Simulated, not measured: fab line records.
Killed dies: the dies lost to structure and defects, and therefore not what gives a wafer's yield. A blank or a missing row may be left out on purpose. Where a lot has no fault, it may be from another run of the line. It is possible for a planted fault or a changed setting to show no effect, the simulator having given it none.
Chamber matching ; flow sky130 ; 4 sister chambers for SKY_METAL3_ETCH_17 on rie diel-01
The step etches SiO2 in C4F8/O2/Ar, stops on TiN, time 3.9 s, target depth 15 nm. 18 wafers are shown with their chamber, then 9 later ones without.

WAFERS WITH THEIR CHAMBER
wafer;chamber;oes product au (a.u.)
L082.1;1;0.757
L082.2;2;0.749
L082.5;3;0.765
L084.3;0;0.755
L084.4;1;0.769
L084.6;3;0.757
L081.1;1;0.746
L081.2;2;0.747
L081.4;3;0.753
L088.1;3;0.761
L088.2;0;0.760
L088.4;1;0.772
L091.1;2;0.749
L091.3;0;0.736
L091.5;0;0.757
L093.1;2;0.764
L093.2;0;0.757
L093.3;3;0.755

SIGNATURES (averages over the wafers above)
reading;chamber 0;chamber 1;chamber 2;chamber 3;scatter within a chamber
oes product au;0.75300;0.76100;0.75225;0.75820;0.00878
Rule: for a wafer and a chamber, the distance is found by dividing, reading by reading, the gap between the wafer's reading and the chamber's mean by the reading's scatter, squaring, summing and taking the root. The wafer belongs to the nearest chamber; if the next one is less than 2 further off, it can't be placed. The scatter is the square root of a quotient: the sum, over the shown wafers, of each reading's squared deviation from its chamber's mean, divided by wafers minus chambers.

WAFERS WHOSE CHAMBER IS MISSING
wafer;oes product au (a.u.)
L093.4;0.764
L093.5;0.758
L093.6;0.770
L095.1;0.766
L095.2;0.746
L095.3;0.753
L095.4;0.752
L095.5;0.761
L095.6;0.766

THE CHAMBER EACH PASSED THROUGH
wafer;from the rows above;in truth
L093.4;can't be placed: 1 or 3 or 0 or 2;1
L093.5;can't be placed: 3 or 1 or 0 or 2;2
L093.6;can't be placed: 1 or 3 or 0 or 2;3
L095.1;can't be placed: 1 or 3 or 0 or 2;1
L095.2;can't be placed: 2 or 0 or 3 or 1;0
L095.3;can't be placed: 0 or 2 or 3 or 1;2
L095.4;can't be placed: 2 or 0 or 3 or 1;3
L095.5;can't be placed: 1 or 3 or 0 or 2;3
L095.6;can't be placed: 1 or 3 or 0 or 2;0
Correctly placed: 0 of 9. Unplaceable from these rows: 9, with the true chamber sitting among the candidates in 9. 0 placed wrongly.
